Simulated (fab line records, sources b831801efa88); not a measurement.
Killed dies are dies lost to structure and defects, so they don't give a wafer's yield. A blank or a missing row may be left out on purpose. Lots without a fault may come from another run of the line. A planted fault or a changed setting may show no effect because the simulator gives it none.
fab line records | flow gf180mcu
record lots=5 wafers=15 last_day=34
route steps=602 shown M2@375 V2@382
lots that met no fault: from a run of the same line without faults
start_h: hours from the record's first day to the start of the lot's first wafer shown | wait_h: hours since the lot's step before | " the same as in the row above | L1.1+2: a row that stands for several wafers | - no value, or no start given | * or withheld: withheld | < > ~ a bound
route shown NAME@n: a module of which the file shows steps, and the number in the route of the first | usual: mean/standard deviation of fault-free wafers | same: alike in all rows | chamber/n: place in a boat | sites: the reading at each site | _std_site: their standard deviation | _edge_site: outer sites' mean less inner sites' | radius_mm: how far each site lies from the wafer's centre | mask NAME#n: copy n | behind: the tool/chamber that last shaped the wafer | hold: why the lot was held/for how many hours/how that ended | device: the transistor (n, p or np) that didn't switch | end of line: the same wafers' tests at the end of the route | a step without rows: its recipe alone | killed: dies lost to structure and defects at the first sort, not the wafer's yield | map: a wafer's dies, x killed, . not, _ none there
set.NAME: the setting as run; set.NAME@STEP: as run at that earlier step | model.NAME: the simulator's own value behind a step, which no gauge read
lots at some steps of the route; a table a step, a row a wafer
services: from which hour (start_h, from the record's first day; less than 0 if before it) a tool's chamber was out of use, for how many hours, and why
## steps
# step GF_M2_DEVELOP_13
# recipe develop_time_s=60 dev_temp_c=21
# columns lot.wafer tool chamber start_h wait_h
L075.3+4+5 litho_track-02 0 456.42 0.1
L080.3+4+5 litho_track-02 0 511.96 0.1
L087.1+2+5 litho_track-01 0 562.02 0.2
L092.3+5+6 litho_track-02 0 595.91 0.1
L093.2+3+5 litho_track-04 0 612.17 0.2
# step GF_M2_CD_MEAS_14
# recipe target_cd_nm=280
# usual cd_nm=279.7/1.2
# columns lot.wafer tool chamber start_h wait_h cd_nm
L075.3 cd_sem-01 - 456.56 0.1 281.1
L075.4 " - " " 281.4
L075.5 " - " " 281.3
L080.3 cd_sem-02 - 512.10 0.1 279.2
L080.4 " - " " 279.0
L080.5 " - " " 280.2
L087.1 cd_sem-02 - 562.17 0.1 278.9
L087.2 " - " " 280.9
L087.5 " - " " 279.8
L092.3 cd_sem-02 - 596.05 0.1 280.5
L092.5 " - " " 281.1
L092.6 " - " " 281.6
L093.2 cd_sem-02 - 612.32 0.1 280.6
L093.3 " - " " 280.1
L093.5 " - " " 279.5
# step GF_M2_OVL_MEAS_15
# usual M2_OVL=-6/6
# columns lot.wafer tool chamber start_h wait_h M2_OVL[nm]
L075.3 overlay-01 - 456.65 0.1 -7
L075.4 " - " " -11
L075.5 " - " " -2
L080.3 overlay-01 - 512.20 0.1 -9
L080.4 " - " " -2
L080.5 " - " " -7
L087.1 overlay-01 - 562.29 0.1 -11
L087.2 " - " " 2
L087.5 " - " " -2
L092.3 overlay-01 - 596.15 0.1 -4
L092.5 " - " " -3
L092.6 " - " " 1
L093.2 overlay-01 - 612.43 0.1 -3
L093.3 " - " " -5
L093.5 " - " " -1
# step GF_M2_METAL_ETCH_16
# recipe chemistry=Cl2/BCl3 mask_material=KrF target_depth_nm=750.8 stop_on=SiO2 pressure_mtorr=8 icp_w=800 bias_w=140 Cl2_flow_sccm=80 bcl3_flow_sccm=40 time_s=125.1
# usual chamber_pressure_mTorr=8.000/0.0075 drypump_motor_current_A=5.9/0.33 oes_product_au=0.993/0.0055 throttle_valve_pct=28.228/0.011
# columns lot.wafer tool chamber start_h wait_h chamber_pressure_mTorr drypump_motor_current_A oes_product_au rf_hours_counter_h throttle_valve_pct
L075.3 rie_metal-01 1 456.71 0.1 7.994 5.3 0.982 - 28.243
L075.4 " 0 " " 8.004 6.2 0.990 - 28.253
L075.5 " 1 " " 8.006 5.3 0.987 - 28.233
L080.3 rie_metal-02 0 512.26 0.1 7.999 5.9 0.994 - 28.233
L080.4 " 1 " " 8.007 6.0 0.988 - 28.247
L080.5 " 0 " " 8.001 5.9 0.988 - 28.222
L087.1 rie_metal-03 0 562.32 0.0 7.993 6.3 0.988 13 28.226
L087.2 " 1 " " 7.997 5.6 1.000 9 28.228
L087.5 " 1 " " 7.996 5.6 1.002 - 28.219
L092.3 rie_metal-03 0 596.21 0.1 8.010 6.3 0.995 - 28.218
L092.5 " 0 " " 7.989 6.3 0.999 - 28.232
L092.6 " 1 " " 7.988 5.6 0.995 - 28.218
L093.2 rie_metal-02 0 612.46 0.0 7.987 5.9 1.000 13 28.235
L093.3 " 0 " " 8.006 5.9 0.985 - 28.220
L093.5 " 1 " " 8.000 6.0 0.993 - 28.224
# step GF_M2_STRIP_17
# recipe chemistry=O2/N2 power_w=1400 pressure_mtorr=1500 platen_temp_c=250 o2_flow_sccm=3000 n2_flow_sccm=300 overash_fraction=0.5
# usual chamber_pressure_mTorr=1499.8/1.4 drypump_motor_current_A=6.0/0.48 heater_power_w=341/30 oes_product_au=0.535/0.0054 strip_time_to_endpoint_s=7.33/0.059
# same overash_fraction=0.5
# columns lot.wafer tool chamber start_h wait_h chamber_pressure_mTorr drypump_motor_current_A heater_power_w oes_product_au rf_hours_counter_h strip_time_to_endpoint_s
L075.3 plasma_asher-03 0 456.83 0.1 1500.5 6.6 288 0.537 - 7.39
L075.4 " 1 " " 1498.0 5.7 381 0.549 - 7.41
L075.5 " 0 " " 1500.5 6.6 291 0.547 - 7.43
L080.3 plasma_asher-04 1 512.38 0.1 1499.3 6.3 328 0.540 - 7.34
L080.4 " 0 " " 1499.5 5.8 356 0.536 - 7.34
L080.5 " 1 " " 1498.6 6.2 333 0.532 - 7.35
L087.1 plasma_asher-03 1 562.45 0.1 1497.8 5.7 382 0.540 16 7.28
L087.2 " 0 " " 1499.4 6.6 287 0.528 16 7.28
L087.5 " 0 " " 1500.5 6.6 284 0.536 - 7.30
L092.3 plasma_asher-03 0 596.33 0.1 1500.8 6.6 284 0.529 - 7.31
L092.5 " 1 " " 1500.4 5.7 375 0.528 - 7.24
L092.6 " 0 " " 1500.4 6.6 280 0.535 - 7.29
L093.2 plasma_asher-01 0 612.58 0.1 1501.6 5.3 341 0.535 48 7.31
L093.3 " 0 " " 1500.1 5.3 332 0.533 - 7.32
L093.5 " 0 " " 1499.9 5.3 330 0.534 - 7.28
# step GF_M2_STRIP_18
# recipe chemistry=post_etch_residue_remover time_s=1200 temp_c=72.5
# columns lot.wafer tool chamber start_h wait_h
L075.3+4+5 wet_bench-04 0 456.90 0.0
L080.3+4+5 wet_bench-02 1 512.45 0.0
L087.1+2+5 wet_bench-01 1 562.55 0.1
L092.3+5+6 wet_bench-01 1 596.40 0.0
L093.2+3+5 wet_bench-01 3 612.68 0.1
# step GF_M2_CLEAN_19
# recipe chemistry=DIW dry=n2_spin
# columns lot.wafer tool chamber start_h wait_h
L075.3+4+5 wet_bench-02 0 457.24 0.0
L080.3+4+5 wet_bench-04 1 512.82 0.0
L087.1+2+5 wet_bench-02 1 562.92 0.0
L092.3+5+6 wet_bench-02 0 596.74 0.0
L093.2+3+5 wet_bench-04 2 613.03 0.0
# step GF_V2_CVD_00
# recipe material=SiO2 target_thk_nm=600 sigma_open_frac=0.3 temp_c=400 time_s=100 sih4_flow_sccm=60 pressure_mtorr=6
# columns lot.wafer tool chamber start_h wait_h
L075.3+4+5 hdpcvd-02 1,1,0 457.34 0.0
L080.3+4+5 hdpcvd-01 0,1,0 512.92 0.0
L087.1+2+5 hdpcvd-02 0,1,2 563.02 0.0
L092.3+5+6 hdpcvd-02 1,1,2 596.83 0.0
L093.2+3+5 hdpcvd-02 1,2,0 613.13 0.0
# step GF_V2_THK_MEAS_01
# recipe reads=SiO2_of_V2_CVD_00
# usual V2_CVD_00_THK=602/6.7
# columns lot.wafer tool chamber start_h wait_h V2_CVD_00_THK[nm]
L075.3 film_metro-02 - 457.43 0.1 605
L075.4 " - " " 614
L075.5 " - " " 600
L080.3 film_metro-02 - 513.01 0.1 602
L080.4 " - " " 604
L080.5 " - " " 598
L087.1 film_metro-03 - 563.09 0.0 600
L087.2 " - " " 609
L087.5 " - " " 604
L092.3 film_metro-01 - 596.92 0.1 604
L092.5 " - " " 603
L092.6 " - " " 599
L093.2 film_metro-01 - 613.21 0.0 609
L093.3 " - " " 598
L093.5 " - " " 606
# step GF_V2_CVD_02
# recipe material=SiO2 target_thk_nm=850 precursor=TEOS temp_c=400 time_s=94.851 rf_w=600
# usual heater_power_outer_w=411/78 heater_power_w=682/110
# columns lot.wafer tool chamber start_h wait_h heater_power_outer_w heater_power_w
L075.3 pecvd-01 1 457.54 0.1 358 613
L075.4 " 1 " " 373 638
L075.5 " 1 " " 269 488
L080.3 pecvd-04 0 513.05 0.0 352 586
L080.4 " 2 " " 435 716
L080.5 " 1 " " 398 700
L087.1 pecvd-04 0 563.15 0.1 344 581
L087.2 " 1 " " 399 688
L087.5 " 0 " " 373 615
L092.3 pecvd-01 0 596.96 0.0 542 836
L092.5 " 0 " " 396 685
L092.6 " 2 " " 459 776
L093.2 pecvd-01 1 613.26 0.0 316 561
L093.3 " 2 " " 548 873
L093.5 " 0 " " 522 825
# step GF_V2_THK_MEAS_03
# recipe reads=SiO2_of_V2_CVD_02
# usual V2_CVD_02_THK=848/12
# columns lot.wafer tool chamber start_h wait_h V2_CVD_02_THK[nm]
L075.3 film_metro-02 - 457.70 0.1 858
L075.4 " - " " 846
L075.5 " - " " 844
L080.3 film_metro-03 - 513.14 0.1 845
L080.4 " - " " 855
L080.5 " - " " 848
L087.1 film_metro-03 - 563.22 0.0 852
L087.2 " - " " 850
L087.5 " - " " 863
L092.3 film_metro-02 - 597.05 0.1 829
L092.5 " - " " 834
L092.6 " - " " 863
L093.2 film_metro-03 - 613.34 0.0 840
L093.3 " - " " 851
L093.5 " - " " 846
# step GF_V2_CMP_04
# recipe material=SiO2 down_force_psi=4 platen_rpm=60 pad_velocity_m_s=0.94248
# usual motor_current_A=12.2/0.72 slurry_filter_dp_kPa=13.51/0.14 time_to_endpoint_s=78/6
# columns lot.wafer tool chamber start_h wait_h motor_current_A slurry_filter_dp_kPa time_to_endpoint_s
L075.4 cmp-01 2 457.84 0.1 12.9 13.57 73
L075.3 " 3 " " 12.6 13.45 81
L075.5 " 0 " " 11.5 13.33 77
L080.3 cmp-02 2 513.23 0.1 11.8 13.30 77
L080.4 " 0 " " 11.4 13.56 76
L080.5 " 2 " " 11.0 13.56 80
L087.2 cmp-02 0 563.33 0.1 10.9 13.56 76
L087.1 " 2 " " 11.4 13.34 76
L087.5 " 0 " " 11.8 13.65 78
L092.3 cmp-02 3 597.14 0.1 12.7 13.42 70
L092.6 " 2 " " 11.6 13.52 80
L092.5 " 3 " " 12.8 13.46 76
L093.2 cmp-02 3 613.49 0.1 12.3 13.49 74
L093.3 " 0 " " 11.1 13.44 72
L093.5 " 2 " " 11.4 13.35 74
# step GF_V2_BOW_MEAS_05
# recipe mode=bow
# usual V2_BOW=101/8.9
# columns lot.wafer tool chamber start_h wait_h V2_BOW[um]
L075.3 film_metro-01 - 458.08 0.1 97
L075.4 " - " " 109
L075.5 " - " " 108
L080.3 film_metro-03 - 513.52 0.2 102
L080.4 " - " " 104
L080.5 " - " " 101
L087.1 film_metro-02 - 563.58 0.1 102
L087.2 " - " " 109
L087.5 " - " " 106
L092.3 film_metro-03 - 597.43 0.2 100
L092.5 " - " " 100
L092.6 " - " " 100
L093.2 film_metro-01 - 613.71 0.2 122
L093.3 " - " " 104
L093.5 " - " " 109
# step GF_V2_DEHYDRATE_06
# recipe temp_c=200 time_s=60
# columns lot.wafer tool chamber start_h wait_h
L075.3+4+5 litho_track-01 0 469.52 11.4
L080.3+4+5 litho_track-03 0 524.32 10.8
L087.1+2+5 litho_track-03 0 574.07 10.5
L092.3+5+6 litho_track-02 0 607.51 10.1
L093.2+3+5 litho_track-03 0 623.79 10.1
# step GF_V2_HMDS_07
# recipe prime_time_s=60 prime_temp_c=120
# columns lot.wafer tool chamber start_h wait_h
L075.3+4+5 litho_track-01 0 469.67 0.1
L080.3+4+5 litho_track-03 0 524.47 0.1
L087.1+2+5 litho_track-03 0 574.22 0.1
L092.3+5+6 litho_track-02 0 607.66 0.1
L093.2+3+5 litho_track-03 0 623.94 0.1
# step GF_V2_COAT_08
# recipe resist=BARC temp_c=withheld time_s=withheld spin_rpm=withheld resist_thk_nm=withheld
# columns lot.wafer tool chamber start_h wait_h
L075.3+4+5 litho_track-01 0 469.82 0.1
L080.3+4+5 litho_track-03 0 524.62 0.1
L087.1+2+5 litho_track-03 0 574.37 0.1
L092.3+5+6 litho_track-02 0 607.81 0.1
L093.2+3+5 litho_track-03 0 624.09 0.1
# step GF_V2_COAT_09
# recipe resist=KrF spin_rpm=withheld resist_thk_nm=1000
# columns lot.wafer tool chamber start_h wait_h
L075.3+4+5 litho_track-01 0 - -
L080.3+4+5 litho_track-03 0 - -
L087.1+2+5 litho_track-03 0 - -
L092.3+5+6 litho_track-02 0 - -
L093.2+3+5 litho_track-03 0 - -
# step GF_V2_SOFTBAKE_10
# recipe temp_c=130 time_s=60 resist=KrF
# columns lot.wafer tool chamber start_h wait_h
L075.3+4+5 litho_track-01 0 - -
L080.3+4+5 litho_track-03 0 - -
L087.1+2+5 litho_track-03 0 - -
L092.3+5+6 litho_track-02 0 - -
L093.2+3+5 litho_track-03 0 - -
# step GF_V2_EXPOSE_11
# recipe mask_id=Via2 target_cd_nm=260 na=0.68 source_shape=conventional sigma_outer=0.6 dose_mj=38
# columns lot.wafer tool chamber start_h wait_h mask
L075.3+4+5 krf_scanner-01 0 - - Via2#0
L080.3+4+5 krf_scanner-01 0 - - Via2#0
L087.1+2+5 krf_scanner-02 0 - - Via2#0
L092.3+5+6 krf_scanner-02 0 - - Via2#0
L093.2+3+5 krf_scanner-01 0 - - Via2#0
# step GF_V2_PEB_12
# recipe peb_temp_c=135 peb_time_s=90 resist=KrF
# columns lot.wafer tool chamber start_h wait_h
L075.3+4+5 litho_track-02 0 - -
L080.3+4+5 litho_track-01 0 - -
L087.1+2+5 litho_track-03 0 - -
L092.3+5+6 litho_track-03 0 - -
L093.2+3+5 litho_track-02 0 - -
# step GF_V2_DEVELOP_13
# recipe develop_time_s=60 resist=KrF dev_temp_c=21
# columns lot.wafer tool chamber start_h wait_h
L075.3+4+5 litho_track-02 0 481.91 0.1
L080.3+4+5 litho_track-01 0 536.02 0.1
L087.1+2+5 litho_track-03 0 585.47 0.2
L092.3+5+6 litho_track-03 0 617.87 0.1
L093.2+3+5 litho_track-02 0 634.04 0.2
# step GF_V2_CD_MEAS_14
# recipe target_cd_nm=260
# usual cd_nm=260.0/1
# columns lot.wafer tool chamber start_h wait_h cd_nm
L075.3 cd_sem-01 - 482.05 0.1 259.7
L075.4 " - " " 260.0
L075.5 " - " " 259.8
L080.3 cd_sem-02 - 536.16 0.1 259.1
L080.4 " - " " 259.9
L080.5 " - " " 260.5
L087.1 cd_sem-02 - 585.62 0.1 260.3
L087.2 " - " " 261.9
L087.5 " - " " 260.5
L092.3 cd_sem-01 - 618.01 0.1 258.4
L092.5 " - " " 259.4
L092.6 " - " " 259.3
L093.2 cd_sem-02 - 634.18 0.1 262.0
L093.3 " - " " 262.0
L093.5 " - " " 262.4
# step GF_V2_OVL_MEAS_15
# usual V2_OVL=-1/5.6
# columns lot.wafer tool chamber start_h wait_h V2_OVL[nm]
L075.3 overlay-02 - 482.15 0.1 -4
L075.4 " - " " -6
L075.5 " - " " 0
L080.3 overlay-02 - 536.25 0.1 2
L080.4 " - " " -6
L080.5 " - " " 1
L087.1 overlay-01 - 585.74 0.1 3
L087.2 " - " " 1
L087.5 " - " " -3
L092.3 overlay-02 - 618.10 0.1 0
L092.5 " - " " 0
L092.6 " - " " 5
L093.2 overlay-02 - 634.29 0.1 3
L093.3 " - " " 0
L093.5 " - " " 0
## services
# columns tool chamber start_h hours kind
rie_metal-03 - 438.93 0.7 repair
rie_metal-02 1 439.92 14.7 repair
pecvd-01 0 442.85 5.9 repair
plasma_asher-03 - 445.27 0.4 repair
rie_metal-03 1 446.08 22.7 repair
pecvd-01 0 452.97 12.3 repair
pecvd-01 2 455.34 22.4 repair
krf_scanner-02 - 456.62 0.8 pm
plasma_asher-03 - 474.20 2.5 repair
cmp-02 - 475.74 0.6 repair
cmp-02 - 476.98 9.1 repair
krf_scanner-01 - 489.82 1.0 pm
krf_scanner-01 - 495.74 0.8 pm
cmp-02 - 503.97 1.2 repair
hdpcvd-02 - 505.83 28.1 pm
krf_scanner-01 - 510.46 4.0 pm
cmp-02 - 540.22 1.3 repair
krf_scanner-01 - 540.71 3.6 pm
wet_bench-04 - 563.26 2.6 repair
cmp-02 - 565.61 5.8 pm
krf_scanner-01 - 590.24 0.6 repair
krf_scanner-01 - 601.01 1.3 pm
cmp-02 - 614.77 1.3 repair
krf_scanner-01 - 625.27 4.4 pm
## key
fault none
